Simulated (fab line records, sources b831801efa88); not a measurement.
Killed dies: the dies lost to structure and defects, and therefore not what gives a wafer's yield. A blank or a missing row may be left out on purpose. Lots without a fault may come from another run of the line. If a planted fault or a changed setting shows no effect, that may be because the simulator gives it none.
A lot that was struck, set against a sound lot || flow gf180mcu || 27 steps out of a route of 602
Sound: these wafers, L302.1, L302.3, L302.4. Wafers L292.3, L292.4, L292.6 were the ones struck. The cause is named last.
Per side, at each step with rows, come the tool, then ch with its chambers, and then its first start. Under that, the readings that differ: sound wafers || struck wafers || difference of the means || sigmas: that difference in standard deviations of wafers without a fault.
alike: a reading whose means differ by less than 2 such deviations, as well as words and numbers matching on both sides. not compared: withheld readings; readings where some wafer has no value; bounds like >300 that might hide an equal value; numbers whose values overlap and for which the record gives no deviation.
A row with sigmas, a row that says differs or no value, or rows on one side alone: a step with any of these is where the two part. Non-overlapping numbers with no deviation appear without sigmas and do not part them. Lack of a reading on every wafer of one side parts them only where that side has two or more wafers.

GF_NWELL_STRIP_10: strips in O2/N2.
  sound on plasma asher-03 ch 0,1, day 8 02:52; struck on plasma asher-03 ch 0,1, day 5 21:38
  alike: chamber pressure mTorr, drypump motor current A, heater power w, oes product au, strip time to endpoint s
  not compared: rf hours counter h
GF_NWELL_TW_MEAS_11:
  sound on film metro-01, day 8 02:58; struck on film metro-03, day 5 21:44
  alike: NWELL_TW
then, 7 steps without rows for these wafers: GF_LVPWELL_DEHYDRATE_00 (time 60 s); GF_LVPWELL_HMDS_01 (prime time 60 s); GF_LVPWELL_COAT_02 (resist thk 3000 nm); GF_LVPWELL_SOFTBAKE_03; GF_LVPWELL_EXPOSE_04 (exposes mask LVPWELL, target cd 600 nm); GF_LVPWELL_PEB_05; GF_LVPWELL_DEVELOP_06 (develop time 60 s).
GF_LVPWELL_OVL_MEAS_07:
  sound on overlay-02, day 8 19:49; struck on overlay-02, day 6 13:08
  alike: LVPWELL_OVL
then, 2 steps without rows for these wafers: GF_LVPWELL_IMPLANT_08; GF_LVPWELL_IMPLANT_09.
GF_LVPWELL_STRIP_10: strips in O2/N2.
  sound on plasma asher-02 ch 0,1, day 8 20:10; struck on plasma asher-02 ch 0,1, day 6 13:29
  no value came back on the struck wafers for any of 5 readings (chamber pressure mTorr (mTorr), drypump motor current A (A) and others); on the sound wafers chamber pressure mTorr (mTorr) reads 1500.8 1498.3 1501.7
{"reading": "model.coat_of_LVPWELL_COAT_02.thk nm (nm)", "sound": "0 0 0", "struck": "3000 3003 3003", "difference": "+3002", "sigmas": ""}
  not compared: rf hours counter h
GF_LVPWELL_TW_MEAS_11:
  sound on film metro-01, day 8 20:16; struck on film metro-04, day 6 13:35
{"reading": "LVPWELL_TW", "sound": "566 563 564", "struck": "551 550 547", "difference": -15, "sigmas": -3}
then, 7 steps without rows for these wafers: GF_MVSD_DEHYDRATE_00 (time 60 s); GF_MVSD_HMDS_01 (prime time 60 s); GF_MVSD_COAT_02 (resist thk 3000 nm); GF_MVSD_SOFTBAKE_03; GF_MVSD_EXPOSE_04 (exposes mask MVSD, target cd 1000 nm); GF_MVSD_PEB_05; GF_MVSD_DEVELOP_06 (develop time 60 s).
GF_MVSD_OVL_MEAS_07:
  sound on overlay-02, day 9 13:00; struck on overlay-02, day 7 04:53
  alike: MVSD_OVL
then, 2 steps without rows for these wafers: GF_MVSD_IMPLANT_08; GF_MVSD_IMPLANT_09.
GF_MVSD_STRIP_10: strips in O2/N2.
  sound on plasma asher-04 ch 0,1, day 9 13:20; struck on plasma asher-04 ch 0,1, day 7 05:14
{"reading": "oes product au (a.u.)", "sound": "0.726 0.715 0.722", "struck": "0.748 0.738 0.745", "difference": "+0.023", "sigmas": "+5"}
{"reading": "strip time to endpoint s (s)", "sound": "36.97 36.97 36.93", "struck": "81.26 81.30 81.45", "difference": "+44.38", "sigmas": "+99 or more"}
  alike: chamber pressure mTorr, drypump motor current A, heater power w
  not compared: rf hours counter h
GF_MVSD_TW_MEAS_11:
  sound on film metro-01, day 9 13:26; struck on film metro-03, day 7 05:20
{"reading": "MVSD_TW", "sound": "1589 1582 1585", "struck": "30 30 30", "difference": -1555, "sigmas": "-99 or more"}
then, 1 step without rows for these wafers: GF_MVPSD_DEHYDRATE_00 (time 60 s).

== WHERE THEY PART ==
Earliest at GF_LVPWELL_STRIP_10; latest, in this record, at GF_MVSD_TW_MEAS_11.

WHY: what had been put in by the simulator
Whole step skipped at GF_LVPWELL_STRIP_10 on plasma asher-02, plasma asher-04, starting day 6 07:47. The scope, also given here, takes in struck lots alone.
